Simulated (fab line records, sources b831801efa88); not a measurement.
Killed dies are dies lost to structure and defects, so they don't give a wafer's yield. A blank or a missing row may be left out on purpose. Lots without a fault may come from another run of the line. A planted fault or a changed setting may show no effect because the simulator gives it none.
A struck lot beside a sound one | flow gf180mcu | 30 steps out of a route of 602
Sound: wafers L562.3, L562.4, L562.6. Struck: wafer L571.3. (L571.4 of the same lot was not struck and is left out.) The cause comes at the end.
At each step with rows: each side's tool, then ch and its chambers, then its first start. Under that, the readings that differ: sound wafers | struck wafers | difference of the means | sigmas: that difference in standard deviations of wafers without a fault.
alike: readings whose means differ by less than 2 such deviations, and words and numbers that are the same on both sides. not compared: withheld readings, readings that some wafer has no value for, bounds like >300 that may hide the same value, and numbers for which the record gives no deviation and whose values overlap.
The two part at a step that has a row with sigmas, a row that says differs or no value, or rows on one side only. Numbers that don't overlap but have no deviation are shown without sigmas and don't part them. A reading that every wafer of one side lacks parts them only if that side has two wafers or more.

first, 3 steps without rows for these wafers: GF_PSD_EXPOSE_04 (exposes mask Pplus, target cd 400 nm); GF_PSD_PEB_05; GF_PSD_DEVELOP_06 (develop time 60 s).
GF_PSD_CD_MEAS_07: target cd 400 nm.
  sound on cd_sem-01, day 14 17:45; struck on cd_sem-02, day 17 20:36
  alike: cd_nm
GF_PSD_OVL_MEAS_08:
  sound on overlay-02, day 14 17:50; struck on overlay-01, day 17 20:41
  alike: PSD_OVL
then, 1 step without rows for these wafers: GF_PSD_IMPLANT_09.
GF_PSD_STRIP_10: strips in O2/N2.
  sound on plasma_asher-02 ch 0,1, day 14 18:03; struck on plasma_asher-02 ch 1, day 17 20:54
  alike: drypump_motor_current_A, heater_power_w, oes_product_au, strip_time_to_endpoint_s
  not compared: rf_hours_counter_h
GF_PSD_TW_MEAS_11:
  sound on film_metro-04, day 14 18:08; struck on film_metro-02, day 17 20:59
  reading | sound          | struck | difference | sigmas
  PSD_TW  | 3178 3180 3189 | 3132   | -50        | -2
then, 1 step without rows for these wafers: GF_PSD_CLEAN_12 (cleans in SC1/SC2, time 150 s).
GF_PSD_RTA_13: time 20 s.
  sound on rtp_anneal-01 ch 0, day 14 18:16; struck on rtp_anneal-02 ch 0, day 17 21:07
  reading            | sound          | struck | difference | sigmas
  lamp_power_pct (%) | 40.0 40.0 40.0 | 38.1   | -1.9       | -2
  alike: wafer_temp_C_max
GF_PSD_RS_MEAS_14: measures by four-point-probe.
  sound on film_metro-02, day 14 18:22; struck on film_metro-03, day 17 21:12
  alike: NSD_RS
GF_PSD_RS_MEAS_15: measures by four-point-probe.
  sound on film_metro-02, day 14 18:29; struck on film_metro-03, day 17 21:19
  alike: PSD_RS
GF_SAB_CVD_00: deposits SiO2 from TEOS, target thk 50 nm, time 4.9302 s.
  sound on pecvd-02 ch 0,1,2, day 14 18:34; struck on pecvd-01 ch 2, day 17 21:24
  reading                              | sound            | struck | difference | sigmas
  model.SiO2_of_SAB_CVD_00.thk_nm (nm) | 49.7 51.14 50.16 | 46.48  | -3.85      |
  alike: heater_power_w
GF_SAB_THK_MEAS_01:
  sound on film_metro-04, day 14 18:36; struck on film_metro-04, day 17 21:26
  reading             | sound          | struck | difference | sigmas
  SAB_CVD_00_THK (nm) | 49.7 51.2 50.1 | 46.5   | -3.8       | -6
then, 7 steps without rows for these wafers: GF_SAB_DEHYDRATE_02 (time 60 s); GF_SAB_HMDS_03 (prime time 60 s); GF_SAB_COAT_04 (resist thk 1000 nm); GF_SAB_SOFTBAKE_05 (time 60 s); GF_SAB_EXPOSE_06 (exposes mask SAB, target cd 420 nm); GF_SAB_PEB_07; GF_SAB_DEVELOP_08 (develop time 60 s).
GF_SAB_CD_MEAS_09: target cd 420 nm.
  sound on cd_sem-02, day 15 16:21; struck on cd_sem-02, day 18 20:35
  alike: cd_nm
GF_SAB_OVL_MEAS_10:
  sound on overlay-01, day 15 16:26; struck on overlay-02, day 18 20:40
  alike: SAB_OVL
GF_SAB_ETCH_11: etches SiO2 in C4F8/O2/Ar, target depth 55 nm, time 8.5 s.
  sound on rie_diel-01 ch 1,3, day 15 16:28; struck on rie_diel-03 ch 1, day 18 20:41
  alike: oes_product_au
then, 1 step without rows for these wafers: GF_SAB_WET_ETCH_12 (etches SiO2 in dHF, target depth 22 nm, time 440 s).
GF_SAB_STRIP_13: strips in O2/N2.
  sound on plasma_asher-01 ch 0,1, day 15 16:39; struck on plasma_asher-02 ch 0, day 18 20:53
  alike: drypump_motor_current_A, heater_power_w, oes_product_au, strip_time_to_endpoint_s
  not compared: rf_hours_counter_h
then, 1 step without rows for these wafers: GF_SALICIDE_CLEAN_00 (cleans in SC1/SC2, time 150 s).
GF_SALICIDE_WET_ETCH_01: etches SiO2 in dHF, target depth 5 nm, time 100 s.
  sound on wet_bench-01 ch 0, day 15 16:49; struck on wet_bench-01 ch 3, day 18 20:59
  reading                              | sound            | struck | difference | sigmas
  model.SiO2_of_SAB_CVD_00.thk_nm (nm) | 38.9 40.35 39.45 | 35.6   | -4.0       |
GF_SALICIDE_SPUTTER_02: material Co, target thk 10 nm, time 20 s.
  sound on pvd_sputter-01, day 15 16:51; struck on pvd_sputter-01, day 18 21:02
  alike: throttle_valve_pct
GF_PASSIVATION_PROBE_99:
  the record has rows for the sound wafers here (prober-02, day 29 13:22) and none for the struck ones

WHERE THEY PART
First at GF_PSD_TW_MEAS_11; last, within this record, at GF_PASSIVATION_PROBE_99.

WHY: what the simulator had put in
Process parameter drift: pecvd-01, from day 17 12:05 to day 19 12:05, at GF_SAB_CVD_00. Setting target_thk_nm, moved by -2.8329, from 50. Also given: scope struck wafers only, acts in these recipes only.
